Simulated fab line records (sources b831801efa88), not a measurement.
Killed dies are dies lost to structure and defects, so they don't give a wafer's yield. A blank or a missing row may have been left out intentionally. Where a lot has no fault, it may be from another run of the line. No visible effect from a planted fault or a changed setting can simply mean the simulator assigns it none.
Which of the tools did it? | flow gf180mcu | 42 wafers from 14 lots sampled at 4 of the route's 602 steps

WHAT THE GAUGES READ, wafer by wafer
GF_PASSIVATION_THK_MEAS_03. Usual: for PASSIVATION_CVD_02_THK the level is 701 nm and the standard deviation is 9.6.
lot  | measured     | on            | PASSIVATION_CVD_02_THK (nm) | flag
L554 | day 28 08:56 | film metro-01 | 703 692 705                 |
L555 | day 28 17:19 | film metro-04 | 696 695 692                 |
L556 | day 28 21:33 | film metro-03 | 695 697 704                 |
L557 | day 29 08:14 | film metro-03 | 708 707 702                 |
L562 | day 30 16:58 | film metro-03 | 686 707 701                 |
L566 | day 31 17:43 | film metro-01 | 701 715 702                 |
L570 | day 32 17:07 | film metro-03 | 691 699 705                 |
L572 | day 33 04:53 | film metro-04 | 694 713 702                 |
L573 | day 33 09:38 | film metro-03 | 713 716 718                 |
L575 | day 33 18:05 | film metro-01 | 691 705 698                 |
L576 | day 34 03:28 | film metro-01 | 692 704 703                 |
L577 | day 34 09:34 | film metro-03 | 700 707 707                 |

EACH LOT AND THE TOOL THAT RAN IT (in order: tool; ch and the chambers of the sampled wafers; start)
lot  | GF_V5_CMP_04                  | GF_V5_ETCH_16                      | GF_TOP_METAL_DEVELOP_13
L554 | cmp-02 ch 0,1,2, day 26 13:05 | rie diel-04 ch 0,1,2, day 27 09:42 | litho track-04 ch 0, day 28 07:29
L555 | cmp-01 ch 0,3, day 26 21:51   | rie diel-03 ch 0,1, day 27 18:27   | litho track-02 ch 0, day 28 15:53
L556 | cmp-01 ch 0,2,3, day 27 02:23 | rie diel-03 ch 1,3, day 27 23:13   | litho track-02 ch 0, day 28 20:05
L557 | cmp-02 ch 0,1,2, day 27 14:06 | rie diel-02 ch 0,1,3, day 28 10:02 | litho track-04 ch 0, day 29 06:46
L558 | cmp-02 ch 1,2, day 27 21:43   | rie diel-04 ch 1,2,3, day 28 18:14 | litho track-02, day 29 14:30
L560 | cmp-01 ch 0,2,3, day 28 07:52 | rie diel-03 ch 0,1,3, day 29 03:35 | litho track-02, day 29 23:39
L562 | cmp-01 ch 0,1,3, day 29 00:02 | rie diel-02 ch 0,1,2, day 29 19:26 | litho track-02 ch 0, day 30 15:24
L566 | cmp-01 ch 0,1,3, day 30 03:53 | rie diel-02 ch 2,3, day 30 22:11   | litho track-04 ch 0, day 31 16:18
L570 | cmp-01 ch 0,2,3, day 31 04:04 | rie diel-02 ch 0,3, day 31 21:44   | litho track-02 ch 0, day 32 15:32
L572 | cmp-01 ch 2,3, day 31 16:55   | rie diel-02 ch 1,2, day 32 10:02   | litho track-04 ch 0, day 33 03:27
L573 | cmp-02 ch 0,2,3, day 31 21:56 | rie diel-02 ch 1,2, day 32 14:34   | litho track-01 ch 0, day 33 08:13
L575 | cmp-01 ch 2,3, day 32 06:46   | rie diel-03 ch 2,3, day 32 23:50   | litho track-02 ch 0, day 33 16:39
L576 | cmp-01 ch 0,1,2, day 32 17:16 | rie diel-04 ch 0,1,2, day 33 09:26 | litho track-01 ch 0, day 34 02:01
L577 | cmp-02 ch 1,2,3, day 32 23:57 | rie diel-02 ch 0,1, day 33 15:32   | litho track-02 ch 0, day 34 08:06
- GF_V5_CMP_04: polishes SiO2.
- GF_V5_ETCH_16: etches BARC in N2/H2.
- GF_TOP_METAL_DEVELOP_13: develop time 60 s.

AS READ BY THE TOOLS THEMSELVES (means over the sampled wafers that have a number; for cases with no such wafer, the mark the record gives instead)
GF_V5_CMP_04. Usual: motor current A reads 11.9 A (standard deviation 1.3).
lot  | tool   | motor current A (A) | flag
L554 | cmp-02 | 13.2                |
L555 | cmp-01 | 12.7                |
L556 | cmp-01 | 11.8                |
L557 | cmp-02 | 13.2                |
L558 | cmp-02 | 12.9                |
L560 | cmp-01 | 12.1                |
L562 | cmp-01 | 11.5                |
L566 | cmp-01 | 11.3                |
L570 | cmp-01 | 11.9                |
L572 | cmp-01 | 11.6                |
L573 | cmp-02 | 12.7                |
L575 | cmp-01 | 11.8                |
L576 | cmp-01 | 10.8                |
L577 | cmp-02 | 12.7                |

GF_V5_ETCH_16. Usual: drypump motor current A 5.5 A, standard deviation 0.44; oes product au 0.856 a.u., standard deviation 0.0052; throttle valve pct 13.225 %, standard deviation 0.0097.
lot  | tool        | drypump motor current A (A) | oes product au (a.u.) | throttle valve pct (%) | flag
L554 | rie diel-04 | 5.8                         | 0.857                 | 13.218                 |
L555 | rie diel-03 | 5.6                         | 0.854                 | 13.222                 |
L556 | rie diel-03 | 5.4                         | 0.855                 | 13.222                 |
L557 | rie diel-02 | 5.4                         | 0.864                 | 13.217                 |
L558 | rie diel-04 | 5.5                         | 0.859                 | 13.225                 |
L560 | rie diel-03 | 5.7                         | 0.860                 | 13.218                 |
L562 | rie diel-02 | 5.8                         | 0.856                 | 13.225                 |
L566 | rie diel-02 | 5.4                         | 0.857                 | 13.221                 |
L570 | rie diel-02 | 5.4                         | 0.855                 | 13.222                 |
L572 | rie diel-02 | 5.8                         | 0.860                 | 13.226                 |
L573 | rie diel-02 | 5.8                         | 0.852                 | 13.222                 |
L575 | rie diel-03 | 4.9                         | 0.855                 | 13.228                 |
L576 | rie diel-04 | 5.7                         | 0.857                 | 13.214                 |
L577 | rie diel-02 | 5.8                         | 0.852                 | 13.218                 |

GF_TOP_METAL_DEVELOP_13. Usual: chill plate temp C 22.99 C, standard deviation 0.09; developer temp C 22.99 C, standard deviation 0.11.
lot  | tool           | chill plate temp C (C) | developer temp C (C) | flag
L554 | litho track-04 | 22.96                  | 22.87                |
L555 | litho track-02 | 23.11                  | 22.98                |
L556 | litho track-02 | 23.14                  | 23.01                |
L557 | litho track-04 | 22.97                  | 22.94                |
L558 | litho track-02 | -                      | -                    | OFF
L560 | litho track-02 | -                      | -                    | OFF
L562 | litho track-02 | 22.85                  | 22.99                |
L566 | litho track-04 | 23.12                  | 22.98                |
L570 | litho track-02 | 22.96                  | 22.89                |
L572 | litho track-04 | 23.03                  | 22.84                |
L573 | litho track-01 | 22.99                  | 23.08                |
L575 | litho track-02 | 23.06                  | 22.95                |
L576 | litho track-01 | 23.01                  | 22.98                |
L577 | litho track-02 | 22.90                  | 22.90                |

THE ANSWER, worked out from the rows above alone
Rule: a lot is off if the mean of its wafers that have a number lies more than 3 standard deviations from the usual mean. Also off: a lot with no number at a reading for which 4 or more lots have one. Any other lot the step has rows for is counted as sound. Order of review: gauges by route order, followed by the tools' own readings, for which a lot's mean as printed above is used. The first step at which some lot is off is used, and at that step the reading that is off furthest; a lot without a number counts as furthest.
Off, at GF_TOP_METAL_DEVELOP_13 on chill plate temp C: L558, L560. Without a number there: L558, L560.
If a tool, at that step or one of the process steps before it, ran each lot that is off and ran no sound lot following the first of them, it fits. None of those tried fits.

WHAT HAD BEEN PUT IN BY THE SIMULATOR
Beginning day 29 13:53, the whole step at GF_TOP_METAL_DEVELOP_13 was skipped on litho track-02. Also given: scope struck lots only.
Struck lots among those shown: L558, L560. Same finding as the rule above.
